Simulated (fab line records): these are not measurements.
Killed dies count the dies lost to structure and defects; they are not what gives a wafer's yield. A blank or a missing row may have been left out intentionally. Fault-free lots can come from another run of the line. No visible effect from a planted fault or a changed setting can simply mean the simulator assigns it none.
Which of the tools did it? -- flow gf180mcu -- Sampling: 14 lots, 42 wafers, 2 of 602 route steps

## WHAT THE GAUGES SHOWED, per wafer
GF_DUAL_GATE_THK_MEAS_03.
lot,measured,on,DUAL_GATE_OXIDATION_00_THK (nm)
L239,day 7 15:39,film-metro-01,11.51 11.47 11.46
L240,day 7 22:09,film-metro-02,10.77 11.04 11.13
L241,day 8 01:00,film-metro-01,11.24 11.21 11.07
L242,day 8 11:31,film-metro-01,10.83 11.04 10.73
L244,day 9 01:55,film-metro-03,10.49 10.64 10.66
L245,day 9 07:13,film-metro-01,11.11 11.17 10.99
L249,day 10 10:26,film-metro-01,9.20 9.37 9.40
L251,day 11 02:14,film-metro-02,9.11 9.15 9.06
L256,day 12 10:59,film-metro-01,11.32 11.27 11.14
L257,day 12 17:18,film-metro-03,10.97 10.99 10.88
L258,day 13 00:59,film-metro-03,11.13 11.31 11.27
L260,day 13 16:13,film-metro-02,11.01 11.06 11.28
L261,day 14 07:59,film-metro-03,11.00 11.11 11.11
L262,day 14 08:56,film-metro-03,10.85 10.93 10.97

## WHICH TOOL RAN EACH LOT (tool, then ch and the chambers of the sampled wafers, then the start)
lot,GF_DUAL_GATE_OXIDATION_02
L239,"furnace-02 ch 0, day 7 14:11"
L240,"furnace-01 ch 0, day 7 20:43"
L241,"furnace-01 ch 0, day 7 23:32"
L242,"furnace-02 ch 0, day 8 10:04"
L244,"furnace-02 ch 0, day 9 00:26"
L245,"furnace-02 ch 0, day 9 05:46"
L249,"furnace-02 ch 0, day 10 08:59"
L251,"furnace-02 ch 0, day 11 00:44"
L256,"furnace-01 ch 0, day 12 09:32"
L257,"furnace-01 ch 0, day 12 15:52"
L258,"furnace-01 ch 0, day 12 23:32"
L260,"furnace-01 ch 0, day 13 14:46"
L261,"furnace-01 ch 0, day 14 06:32"
L262,"furnace-02 ch 0, day 14 07:29"
- GF_DUAL_GATE_OXIDATION_02: stabilise 600 s, purge 300 s, target thk 10.887 nm.

## AS READ BY THE TOOLS THEMSELVES (means over the sampled wafers that have a number; for cases with no such wafer, the mark the record gives instead)
GF_DUAL_GATE_OXIDATION_02.
lot,tool,spike-tc-bottom-C (C),spike-tc-centre-C (C),spike-tc-lower-C (C),spike-tc-top-C (C),spike-tc-upper-C (C),tube-center-temp-C (C),tube_center_temp_C_max
L239,furnace-02,920.8,901.8,902.1,916.7,900.1,900,902.4
L240,furnace-01,918.8,901.9,900.5,913.0,898.2,900,902.3
L241,furnace-01,918.6,902.3,899.1,912.3,897.5,900,902.4
L242,furnace-02,919.2,900.1,900.9,918.1,900.0,900,902.3
L244,furnace-02,919.4,901.9,901.0,916.8,901.0,900,902.1
L245,furnace-02,919.4,899.9,901.6,917.2,901.2,900,902.3
L249,furnace-02,903.8,884.3,884.5,902.7,884.2,884,886.9
L251,furnace-02,904.8,884.3,884.9,902.3,884.5,884,886.5
L256,furnace-01,918.5,900.9,899.1,912.6,898.5,900,902.3
L257,furnace-01,919.6,900.7,899.0,913.0,898.9,900,902.4
L258,furnace-01,919.3,903.1,900.3,914.5,898.6,900,902.1
L260,furnace-01,919.5,902.4,899.7,912.7,898.6,900,902.0
L261,furnace-01,918.8,901.5,899.9,913.9,898.6,900,902.4
L262,furnace-02,918.3,900.9,901.1,917.2,900.0,900,902.7

## THE ANSWER, worked out from the rows above alone
Rule: the lots themselves supply what counts as usual. Put in order of their means at a reading, lots are off if they are a third of the lots or fewer, leave a main group of 4 or more, and stand apart from it by a gap of 3 or more times the standard deviation of the main group's means; of several such gaps the widest counts. Not used: any main group whose means are identical at the precision the tables above print for the reading. Also off: a lot with no number at a reading for which 4 or more lots have one. Where the step has rows for the other lots, those lots are counted as sound. First the gauges in route order, then the tools' own readings, where a lot's mean is used as printed above. The first step at which some lot is off is used, and at that step the reading that is off furthest; a lot without a number counts as furthest.
Off: at GF_DUAL_GATE_THK_MEAS_03 (DUAL_GATE_OXIDATION_00_THK), L249, L251. The main group: mean 11.06 nm, standard deviation 0.21.
If a tool, at a process step before that reading, ran all the lots that are off and no sound lot after the first of them, it fits. Not tried: the gauges at GF_DUAL_GATE_THK_MEAS_03; whatever is off there is also off at GF_DUAL_GATE_OXIDATION_02, on other tools, and gauge error can't account for it. Of those tried, none fits.

## WHAT THE SIMULATOR HAD INSERTED
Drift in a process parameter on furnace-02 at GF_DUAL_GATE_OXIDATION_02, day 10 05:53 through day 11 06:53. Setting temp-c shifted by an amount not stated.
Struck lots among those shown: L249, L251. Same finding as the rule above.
